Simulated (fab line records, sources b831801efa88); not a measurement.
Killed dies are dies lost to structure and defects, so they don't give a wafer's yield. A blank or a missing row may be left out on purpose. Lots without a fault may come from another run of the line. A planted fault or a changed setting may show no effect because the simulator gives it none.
Problem report in the 8D (eight disciplines) form, filled by code | flow sky130 | the parts of the form that need people (team, actions taken, sign-off) are left out

1. THE PROBLEM
run_length_s at SKY_FIELD_ISO_WET_ETCH_18 reads a mean of 336 s on 6 wafers of 2 lots; wafers without a fault read 313 s with a standard deviation of 3.2. That is +7.2 standard deviations from the usual mean.
The step: etches Si3N4 in H3PO4, target depth 25 nm, time 286 s.
First seen on wafer L273.1, day 3 07:31, on wet_bench-04. The record holds 42 wafers of 14 lots with a number at this step. Rule for "out", or "out of limits": more than 4 standard deviations from the usual mean. The other wafers with a number count as sound.

2. WHAT IT IS AND WHAT IT IS NOT
question                    | is                     | is not
which readings at this step | run_length_s           | -
which lots                  | L273, L276             | L269, L270, L272, L281, L282, L283, L284, L287, L288, L289, L290, L291
which wafers of those lots  | all that have a number | -
read on which tools         | wet_bench-04           | wet_bench-01, wet_bench-02
when                        | from day 3 07:31       | up to then (9 sound wafers); but 27 sound wafers of L281, L282, L283, L284, L287, L288, L289, L290, L291 came after

3. SUSPECTS, AND WHAT RULES EACH OUT
Counting: a tool at a process step up to the reading stays a suspect if it ran every lot that is out and no sound lot after the first of them.
- wet_bench-04 at SKY_FIELD_ISO_WET_ETCH_18 (etches Si3N4 in H3PO4, target depth 25 nm, time 286 s): ruled out as a lasting fault. Sound lots L289, L290 ran on it after its first lot that is out, L273 (day 3 07:31).
Left after counting: nothing in the record.

4. THE CAUSE (what the simulator had put in)
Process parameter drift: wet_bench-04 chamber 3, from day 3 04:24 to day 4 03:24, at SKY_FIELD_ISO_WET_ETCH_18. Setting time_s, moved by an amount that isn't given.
Counting ruled it out, wrongly.

5. THE CHAIN OF EFFECTS, in route order
Each row: a reading whose mean over the struck wafers that have a number lies more than 3 standard deviations from the usual. Only readings for which the record gives a usual standard deviation are gone through. hours: the time from each lot's start at the first step in this table that gives one to its start at this step, as a median over the lots. sigmas: the change in usual standard deviations.
hours | step                      | reading      | usual | on struck wafers | change | sigmas
0     | SKY_FIELD_ISO_WET_ETCH_18 | run_length_s | 313 s | 336              | +23    | +7.2
The process steps in it:
- SKY_FIELD_ISO_WET_ETCH_18: etches Si3N4 in H3PO4, target depth 25 nm, time 286 s.
Later measuring or inspecting steps at which every struck wafer that the step has a row for has a number for every such reading, and none has moved that far: SKY_NWELL_OVL_MEAS_10, SKY_NWELL_RS_MEAS_31, SKY_VT_ADJUST_HVTP_CD_MEAS_07.

6. WHAT WOULD HAVE CAUGHT IT SOONER
In this record the first reading out of limits was taken at day 3 07:31, 3 hours after the fault began at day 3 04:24.
